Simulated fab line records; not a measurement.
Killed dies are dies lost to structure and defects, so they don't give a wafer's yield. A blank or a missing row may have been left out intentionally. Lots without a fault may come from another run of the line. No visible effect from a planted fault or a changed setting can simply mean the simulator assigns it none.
Which of the tools did it? | flow gf180mcu | 17 wafers from 6 lots sampled at 4 of the route's 602 steps

## WHAT EACH GAUGE READ, for each wafer
GF_CONTACT_RS_MEAS_25: measurement is done with a four-point probe.
lot  | measured     | on            | CONTACT_W_RS (ohm/sq)
L520 | day 16 10:14 | film_metro-03 | 0.377 0.378 0.381
L522 | day 17 16:35 | film_metro-03 | 0.382 0.376 0.378
L528 | day 19 20:47 | film_metro-01 | 0.385 0.385 0.382
L531 | day 20 08:28 | film_metro-04 | 0.379 0.378 0.378
L534 | day 21 14:19 | film_metro-01 | 0.379 0.611
L542 | day 24 13:47 | film_metro-01 | 0.381 0.384 0.382

## WHICH TOOL RAN EACH LOT (tool, then ch and the chambers of the sampled wafers, then the start)
lot  | GF_CONTACT_CVD_02             | GF_CONTACT_SPUTTER_23        | GF_CONTACT_CVD_24
L520 | pecvd-03 ch 0,1, day 15 11:25 | pvd_sputter-01, day 16 10:03 | cvd_w-02 ch 0,1, day 16 10:07
L522 | pecvd-01 ch 0,1, day 16 16:41 | pvd_sputter-04, day 17 16:28 | cvd_w-02 ch 0,1, day 17 16:29
L528 | pecvd-01 ch 0,2, day 18 18:27 | pvd_sputter-03, day 19 20:38 | cvd_w-01 ch 0,1, day 19 20:41
L531 | pecvd-03 ch 0,2, day 19 06:35 | pvd_sputter-04, day 20 08:20 | cvd_w-02 ch 0,1, day 20 08:22
L534 | pecvd-03 ch 0,2, day 20 12:52 | pvd_sputter-01, day 21 14:11 | cvd_w-02 ch 0,1, day 21 14:13
L542 | pecvd-01 ch 0,2, day 23 15:26 | pvd_sputter-01, day 24 13:38 | cvd_w-01 ch 0,1, day 24 13:41
- GF_CONTACT_CVD_02: deposits SiO2 from TEOS, target thk 860 nm, time 95.992 s.
- GF_CONTACT_SPUTTER_23: material TiN, target thk 10 nm, time 40 s.
- GF_CONTACT_CVD_24: deposits W, target thk 300 nm, time 90.339 s.

## THE ANSWER, worked out from the rows above alone
Rule: usual is defined by the lots themselves. The widest of any qualifying gaps counts: lots, ordered by their means at a reading, are off when they make up no more than a third of the lots, leave a main group of 4 or more, and stand apart from it by 3 or more times the standard deviation of that group's means. If all means in a main group match to the digits the tables above print for the reading, that group is not used. A lot without any number at a reading at which 4 lots or more have one is off too. All remaining lots with rows at the step are treated as sound.
Off: L534, seen at GF_CONTACT_RS_MEAS_25 (CONTACT_W_RS). For the main group the mean is 0.380 ohm/sq and the standard deviation 0.0023.
If a tool, at a process step before that reading, ran all the lots that are off and no sound lot after the first of them, it fits. Gauges at GF_CONTACT_RS_MEAS_25: tried the same way as those tools. Undecided on this evidence; 2 tools fit (pecvd-03 at GF_CONTACT_CVD_02, cvd_w-02 at GF_CONTACT_CVD_24).

## WHAT THE SIMULATOR PUT IN
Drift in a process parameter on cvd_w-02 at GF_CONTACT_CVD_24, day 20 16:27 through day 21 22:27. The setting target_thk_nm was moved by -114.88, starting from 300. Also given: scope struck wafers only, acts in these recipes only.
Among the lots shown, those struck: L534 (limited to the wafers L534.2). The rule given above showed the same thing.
